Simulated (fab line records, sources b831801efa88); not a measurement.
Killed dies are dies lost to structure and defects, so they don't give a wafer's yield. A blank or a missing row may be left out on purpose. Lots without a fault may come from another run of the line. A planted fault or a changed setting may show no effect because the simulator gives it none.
Chamber matching | flow gf180mcu | GF_V3_CVD_00 on hdpcvd-02: 3 sister chambers
The step deposits SiO2, target thk 600 nm, time 100 s. 6 wafers are shown with their chamber, then 8 later ones without.

WAFERS WITH THEIR CHAMBER
wafer  | chamber | sih4_flow_sccm (sccm)
L121.3 | 0       | 60.11
L121.5 | 1       | 59.93
L124.2 | 1       | 60.24
L124.3 | 0       | 59.91
L124.4 | 2       | 60.23
L125.2 | 2       | 59.93

WAFERS WITHOUT THEIR CHAMBER
wafer  | sih4_flow_sccm (sccm)
L125.5 | 60.03
L125.6 | 59.91
L129.3 | 60.14
L129.5 | 59.78
L129.6 | 59.89
L130.1 | 60.32
L130.2 | 59.95
L130.4 | 60.23

WHICH CHAMBER EACH WENT THROUGH
wafer  | from the rows above          | in truth
L125.5 | can't be placed: 0 or 2 or 1 | 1
L125.6 | can't be placed: 0 or 2 or 1 | 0
L129.3 | can't be placed: 1 or 2 or 0 | 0
L129.5 | can't be placed: 0 or 2 or 1 | 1
L129.6 | can't be placed: 0 or 2 or 1 | 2
L130.1 | can't be placed: 1 or 2 or 0 | 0
L130.2 | can't be placed: 0 or 2 or 1 | 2
L130.4 | can't be placed: 1 or 2 or 0 | 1
Placed correctly: 0 of 8. Can't be placed from these rows: 8 (the true chamber is among the candidates in 8). Placed wrongly: 0.
How it was worked out, from the rows above alone: a wafer's distance from a chamber is the root of the sum, over the readings, of the square of ((its reading less the chamber's mean) divided by the reading's scatter). The wafer belongs to the nearest chamber; if the next one is less than 2 further off, it can't be placed. A chamber's mean is the mean of its shown wafers. The scatter: the root of (the sum of the squares of (reading less its chamber's mean) over the shown wafers, divided by (wafers less chambers)).
